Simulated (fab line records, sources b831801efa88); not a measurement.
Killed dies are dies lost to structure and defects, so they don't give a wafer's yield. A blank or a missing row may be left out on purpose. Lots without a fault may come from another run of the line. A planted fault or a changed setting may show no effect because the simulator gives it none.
Problem report in the 8D (eight disciplines) form, filled by code | flow gf180mcu | the parts of the form that need people (team, actions taken, sign-off) are left out

1. THE PROBLEM
V1_CVD_02_THK at GF_V1_THK_MEAS_03 reads a mean of 910 nm on 2 wafers of 2 lots; wafers without a fault read 852 nm with a standard deviation of 11. That is +5.3 standard deviations from the usual mean.
First seen on wafer L793.5, day 23 00:57, on film_metro-03. The record holds 33 wafers of 11 lots with a number at this step. Rule for "out", or "out of limits": more than 4 standard deviations from the usual mean. The other wafers with a number count as sound.

2. WHAT IT IS AND WHAT IT IS NOT
question                    | is                           | is not
which readings at this step | V1_CVD_02_THK                | -
which lots                  | L793, L794                   | L777, L778, L779, L780, L781, L784, L785, L787, L790
which wafers of those lots  | L793.5, L794.1               | L793.2, L793.4, L794.3, L794.5
read on which gauges        | film_metro-01, film_metro-03 | film_metro-02
when                        | from day 23 00:57            | up to then (29 sound wafers); but 2 sound wafers of L794 came after

3. SUSPECTS, AND WHAT RULES EACH OUT
Counting: a tool at a process step up to the reading stays a suspect if it ran every lot that is out. Sound lots after the first of them don't rule it out here, since some wafers of a struck lot are sound.
- the gauge at GF_V1_THK_MEAS_03: ruled out. The wafers that are out were read on 2 gauges (film_metro-01, film_metro-03).
- pecvd-01 at GF_V1_CVD_02 (deposits SiO2 from TEOS, target thk 850 nm, time 94.851 s): kept. It ran every lot that is out, first L793 (day 23 00:52); its last sound lot up to then is L790 (day 22 01:14). Its own readings are out on those wafers: run_length_s.
- Within pecvd-01 at GF_V1_CVD_02: the wafers that are out ran in chamber 0; their sound lot-mates ran in chamber 2.
Left after counting: pecvd-01 at GF_V1_CVD_02.

4. THE CAUSE (what the simulator had put in)
Process parameter drift: pecvd-01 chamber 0, from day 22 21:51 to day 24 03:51, at GF_V1_CVD_02. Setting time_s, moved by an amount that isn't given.
Counting left only this tool.

5. THE CHAIN OF EFFECTS, in route order
Each row: a reading whose mean over the struck wafers that have a number lies more than 3 standard deviations from the usual. Only readings for which the record gives a usual standard deviation are gone through. hours: the time from each lot's start at the first step in this table that gives one to its start at this step, as a median over the lots. sigmas: the change in usual standard deviations.
hours | step              | reading            | usual   | on struck wafers | change | sigmas
0     | GF_V1_CVD_02      | run_length_s       | 122.7 s | 129.4            | +6.7   | +10
0     | GF_V1_THK_MEAS_03 | V1_CVD_02_THK      | 852 nm  | 910              | +58    | +5.3
0     | GF_V1_CMP_04      | time_to_endpoint_s | 82 s    | 106              | +24    | +5.2
The process steps in it:
- GF_V1_CVD_02: deposits SiO2 from TEOS, target thk 850 nm, time 94.851 s.
- GF_V1_CMP_04: polishes SiO2.
Later measuring or inspecting steps at which every struck wafer that the step has a row for has a number for every such reading, and none has moved that far: GF_V1_CD_MEAS_14.

6. WHAT WOULD HAVE CAUGHT IT SOONER
In this record the first reading out of limits at a measuring or inspecting step was taken at day 23 00:57, 3 hours after the fault began at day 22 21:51.
The tool's own readings at GF_V1_CVD_02 were out on every struck wafer that the step has a row for (run_length_s): an alarm limit on them would have fired on the first of those.
Of the lots that are out (2), L794 began GF_V1_CVD_02 on pecvd-01 after day 23 00:57. A hold on the tool at that time would have spared it.
